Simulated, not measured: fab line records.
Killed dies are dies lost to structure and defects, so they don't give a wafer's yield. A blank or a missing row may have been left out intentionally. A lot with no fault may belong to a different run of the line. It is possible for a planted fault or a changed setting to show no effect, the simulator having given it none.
A struck lot beside a sound one -- flow sky130 -- 22 out of 708 route steps
Sound: these wafers, L869.2, L869.3, L869.4. Wafers struck: L880.2, L880.3, L880.6. The cause comes at the end.
Each step with rows lists, per side, the tool, then ch with its chambers, then its first start. Under that, the readings that differ: sound wafers -- struck wafers -- difference of the means -- sigmas: that difference in standard deviations of wafers without a fault.
alike: words and numbers the same on both sides, and readings whose means are apart by under 2 such deviations; not compared: readings that were withheld, readings missing a value for some wafer, numbers with overlapping values and no deviation given by the record, and bounds like >300 which may hide the same value.
A row with sigmas, a row that says differs or no value, or rows on one side alone: a step with any of these is where the two part. Non-overlapping numbers with no deviation appear without sigmas and do not part them. A reading missing from all wafers of one side parts the sides only when that side holds two or more wafers.

first, 8 steps without rows for these wafers: SKY_DNWELL_DEHYDRATE_00 (time 60 s); SKY_DNWELL_HMDS_01 (prime time 60 s); SKY_DNWELL_COAT_02 (resist thk 3000 nm); SKY_DNWELL_SOFTBAKE_03; SKY_DNWELL_EXPOSE_04 (exposes mask DNM, target cd 3000 nm); SKY_DNWELL_PEB_05; SKY_DNWELL_DEVELOP_06 (develop time 60 s); SKY_DNWELL_IMPLANT_07.
SKY_DNWELL_STRIP_08: strips in O2/N2.
  sound on plasma_asher-01 ch 0,1, day 4 07:20; struck on plasma_asher-03 ch 0,1, day 6 20:03
  alike: drypump_motor_current_A, oes_product_au, strip_time_to_endpoint_s
  not compared: rf_hours_counter_h
SKY_DNWELL_TW_MEAS_09:
  struck on film_metro-01, day 6 20:10; sound on film_metro-02, day 4 07:27
  alike: DNWELL_TW
then, 2 steps without rows for these wafers: SKY_PWDE_DEHYDRATE_00 (time 60 s); SKY_PWDE_HMDS_01 (prime time 60 s).
SKY_PWDE_COAT_02: resist thk 3000 nm.
  sound on litho_track-03 ch 0, day 4 15:16; struck on litho_track-01 ch 0, day 7 05:37
reading,sound,struck,difference,sigmas
model.coat_of_PWDE_COAT_02.thk_nm (nm),2997 2997 3003,1444 1450 1444,-1553,
then, 3 steps without rows for these wafers: SKY_PWDE_SOFTBAKE_03; SKY_PWDE_EXPOSE_04 (exposes mask PWDEM, target cd 840 nm); SKY_PWDE_PEB_05.
SKY_PWDE_DEVELOP_06: develop time 60 s.
  sound on litho_track-04 ch 0; struck on litho_track-01 ch 0
reading,sound,struck,difference,sigmas
model.coat_of_PWDE_COAT_02.thk_nm (nm),2993 2993 2998,1440 1446 1440,-1553,
SKY_PWDE_OVL_MEAS_07:
  struck on overlay-01, day 7 15:29; sound on overlay-02, day 4 23:34
  alike: PWDE_OVL
after that, 1 step had no rows for these wafers: SKY_PWDE_IMPLANT_08.
SKY_PWDE_STRIP_09: strips in O2/N2.
  sound on plasma_asher-04 ch 0,1, day 4 23:44; struck on plasma_asher-01 ch 0,1, day 7 15:40
reading,sound,struck,difference,sigmas
strip_time_to_endpoint_s (s),36.89 36.87 36.95,18.76 18.86 18.78,-18.10,-99 or more
  alike: drypump_motor_current_A, oes_product_au
  not compared: rf_hours_counter_h
SKY_PWDE_TW_MEAS_10:
  struck on film_metro-03, day 7 15:47; sound on film_metro-03, day 4 23:51
  alike: PWDE_TW
-- the record jumps here: 42 days lie between the struck wafers' starts before and after (it left off in module PWDE and takes up again in module PAD_OPEN, whose first step shown is number 708 of the route) --
SKY_PAD_OPEN_PROBE_99:
  struck on prober-02, day 49 21:55; sound on prober-02, day 47 03:07
reading,sound,struck,difference,sigmas
model.etest.res_p_drift_20v.line_ohm_um,1.284e+04 1.174e+04 1.235e+04,9243 9411 9275,-3000,
model.etest.res_p_drift_20v.width_nm (nm),831.1 833 837.4,964.7 966.5 967.6,+132.4,

WHERE THEY PART
Within this record, at SKY_PWDE_STRIP_09 only. Later steps at which nothing parts them and some readings are alike: SKY_PWDE_TW_MEAS_10.

WHY: whatever the simulator had introduced
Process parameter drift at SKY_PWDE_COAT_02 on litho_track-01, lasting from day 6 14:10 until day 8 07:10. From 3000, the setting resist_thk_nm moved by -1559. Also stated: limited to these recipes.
